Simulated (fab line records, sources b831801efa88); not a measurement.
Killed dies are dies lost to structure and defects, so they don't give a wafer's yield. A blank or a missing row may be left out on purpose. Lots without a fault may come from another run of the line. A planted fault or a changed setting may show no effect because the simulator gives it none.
A struck lot beside a sound one | flow sky130 | 43 steps out of a route of 708
Sound: wafers L131.1, L131.3, L131.4. Struck: wafers L139.2, L139.4, L139.5. The cause comes at the end.
At each step with rows: each side's tool, then ch and its chambers, then its first start. Under that, the readings that differ: sound wafers | struck wafers | difference of the means | sigmas: that difference in standard deviations of wafers without a fault.
alike: readings whose means differ by less than 2 such deviations, and words and numbers that are the same on both sides. not compared: withheld readings, readings that some wafer has no value for, bounds like >300 that may hide the same value, and numbers for which the record gives no deviation and whose values overlap.
The two part at a step that has a row with sigmas, a row that says differs or no value, or rows on one side only. Numbers that don't overlap but have no deviation are shown without sigmas and don't part them. A reading that every wafer of one side lacks parts them only if that side has two wafers or more.

SKY_VIA3_ETCH_14: etches BARC in N2/H2, stops on SiO2, time 45.9 s, target depth 60 nm.
  sound on rie_diel-04 ch 0,2,3, day 40 15:05; struck on rie_diel-01 ch 0,2, day 43 01:56
  alike: drypump_motor_current_A, oes_product_au, throttle_valve_pct
  not compared: rf_hours_counter_h
then, 1 step without rows for these wafers: SKY_VIA3_ETCH_15 (etches SiO2 in C4F8/O2/Ar, stops on TiN, target depth 507 nm, time 78 s).
SKY_VIA3_STRIP_16: strips in O2/N2.
  sound on plasma_asher-04 ch 0,1, day 40 15:11; struck on plasma_asher-01 ch 0,1, day 43 02:02
  alike: drypump_motor_current_A, oes_product_au, strip_time_to_endpoint_s
  not compared: rf_hours_counter_h
then, 5 steps without rows for these wafers: SKY_VIA3_STRIP_17 (strips in post etch residue remover, time 1200 s); SKY_VIA3_CLEAN_18 (cleans in IPA, time 180 s); SKY_VIA3_CLEAN_19 (cleans in O3/DIW); SKY_VIA3_SPUTTER_20 (material TiN, target thk 20 nm, time 76.36 s); SKY_VIA3_CVD_21 (deposits W, target thk 390 nm, time 117.31 s).
SKY_VIA3_RS_MEAS_22: measures by four-point-probe.
  sound on film_metro-03, day 40 15:58; struck on film_metro-04, day 43 02:50
  alike: VIA3_W_RS
SKY_VIA3_THK_MEAS_23: measures by xrf.
  sound on film_metro-03, day 40 16:05; struck on film_metro-04, day 43 02:57
  alike: VIA3_W_THK
SKY_VIA3_CMP_24: polishes, stops on SiO2, t overpolish 20 s, target thk 0 nm.
  sound on cmp-02 ch 1,2,3, day 40 16:08; struck on cmp-02 ch 1,2,3, day 43 03:03
  alike: motor_current_A, overpolish_run_s, time_to_endpoint_s
then, 1 step without rows for these wafers: SKY_METAL4_SPUTTER_00 (material Ti, target thk 15 nm, time 10 s).
SKY_METAL4_SPUTTER_01: material TiN, target thk 20 nm, time 16.7 s.
  sound on pvd_sputter-02, day 40 16:28; struck on pvd_sputter-02, day 43 03:19
  alike: throttle_valve_pct
then, 2 steps without rows for these wafers: SKY_METAL4_SPUTTER_02 (material AlCu, target thk 735 nm, time 39.1 s); SKY_METAL4_SPUTTER_03 (material Ti, target thk 5 nm, time 3.3 s).
SKY_METAL4_SPUTTER_04: material TiN, target thk 70 nm, time 58.3 s.
  sound on pvd_sputter-02, day 40 16:33; struck on pvd_sputter-02, day 43 03:24
  alike: throttle_valve_pct
then, 1 step without rows for these wafers: SKY_CAP2M_CVD_00 (deposits SiO2, target thk 15.5 nm).
SKY_CAP2M_THK_MEAS_01:
  sound on film_metro-04, day 40 16:37; struck on film_metro-04, day 43 03:30
  alike: CAP2M_CVD_00_THK
SKY_CAP2M_SPUTTER_02: material TiN, target thk 200 nm, time 166.7 s.
  sound on pvd_sputter-04, day 40 16:41; struck on pvd_sputter-03, day 43 03:33
  alike: throttle_valve_pct
SKY_CAP2M_RS_MEAS_03: measures by four-point-probe.
  sound on film_metro-01, day 40 16:47; struck on film_metro-01, day 43 03:40
  alike: CAP2M_TIN_RS
SKY_CAP2M_THK_MEAS_04: measures by xrf.
  sound on film_metro-01, day 40 16:55; struck on film_metro-01, day 43 03:47
  alike: CAP2M_TIN_THK
then, 7 steps without rows for these wafers: SKY_CAP2M_DEHYDRATE_05 (time 60 s); SKY_CAP2M_HMDS_06 (prime time 60 s); SKY_CAP2M_COAT_07 (resist thk 1140 nm); SKY_CAP2M_SOFTBAKE_08 (time 60 s); SKY_CAP2M_EXPOSE_09 (exposes mask CAP2M, target cd 1000 nm); SKY_CAP2M_PEB_10; SKY_CAP2M_DEVELOP_11 (develop time 60 s).
SKY_CAP2M_OVL_MEAS_12:
  sound on overlay-01, day 41 16:14; struck on overlay-01, day 44 02:26
  alike: CAP2M_OVL
then, 13 steps without rows for these wafers: SKY_CAP2M_METAL_ETCH_13 (etches TiN in Cl2/BCl3, stops on SiO2, target depth 220 nm, time 62.9 s); SKY_CAP2M_STRIP_14 (strips in O2/N2); SKY_CAP2M_STRIP_15 (strips in post etch residue remover, time 1200 s); SKY_CAP2M_CLEAN_16 (cleans in IPA, time 180 s); SKY_CAP2M_CLEAN_17 (cleans in O3/DIW); SKY_METAL4_DEHYDRATE_05 (time 60 s); SKY_METAL4_HMDS_06 (prime time 60 s); SKY_METAL4_COAT_07 (resist thk 60 nm); SKY_METAL4_COAT_08 (resist thk 1140 nm); SKY_METAL4_SOFTBAKE_09 (time 90 s); SKY_METAL4_EXPOSE_10 (exposes mask MM4, target cd 300 nm); SKY_METAL4_PEB_11; SKY_METAL4_DEVELOP_12 (develop time 60 s).
-- the record jumps here: 5 days lie between the struck wafers' starts before and after (it left off in module METAL4 and takes up again in module PAD_OPEN, whose first step shown is number 708 of the route) --
SKY_PAD_OPEN_PROBE_99:
  sound on prober-02, day 46 13:54; struck on prober-01, day 48 16:22
  reading                               | sound              | struck                                                                     | difference                   | sigmas
  hold                                  | - - -              | await_dispo/0.9h/release await_dispo/0.9h/release await_dispo/0.9h/release | no value on the sound wafers |
  defect_limited_yield (%)              | 84.1 83.5 82.3     | 69.5 75.6 70.7                                                             | -11.4                        | -5
  killed_at_M4_up                       | 2 2 5              | 60 61 62                                                                   | +58                          | +34
  killed_dies                           | 78 81 87           | 150 120 144                                                                | +56                          | +6
  sort_bin_3_pad_short (%)              | 0.4 0.8 1.0        | 2.2 3.3 4.1                                                                | +2.5                         | +6
  sort_bin_5_function (%)               | 9.3 8.5 9.8        | 21.3 15.2 16.7                                                             | +8.5                         | +5
  sort_n_pass                           | 414 411 405        | 342 372 348                                                                | -56                          | -6
  sort_yield_pct (%)                    | 84.1 83.5 82.3     | 69.5 75.6 70.7                                                             | -11.4                        | -5
  model.etest.tester.sort_n_pass        | 414 411 405        | 342 372 348                                                                | -56                          |
  model.etest.tester.sort_yield_pct (%) | 84.15 83.54 82.32  | 69.51 75.61 70.73                                                          | -11.39                       |
  model.etest.tester.sort_bin_5_pct (%) | 9.35 8.537 9.756   | 21.34 15.24 16.67                                                          | +8.54                        |
  model.etest.tester.sort_bin_3_pct (%) | 0.4065 0.813 1.016 | 2.236 3.252 4.065                                                          | +2.439                       |
  alike: killed_at_M0_to_M3, killed_at_contacts, killed_at_front_end, killed_at_other, killed_on_rim, killed_open, killed_short, sort_bin_6_memory

WHERE THEY PART
Only at SKY_PAD_OPEN_PROBE_99, within this record.

WHY: what the simulator had put in
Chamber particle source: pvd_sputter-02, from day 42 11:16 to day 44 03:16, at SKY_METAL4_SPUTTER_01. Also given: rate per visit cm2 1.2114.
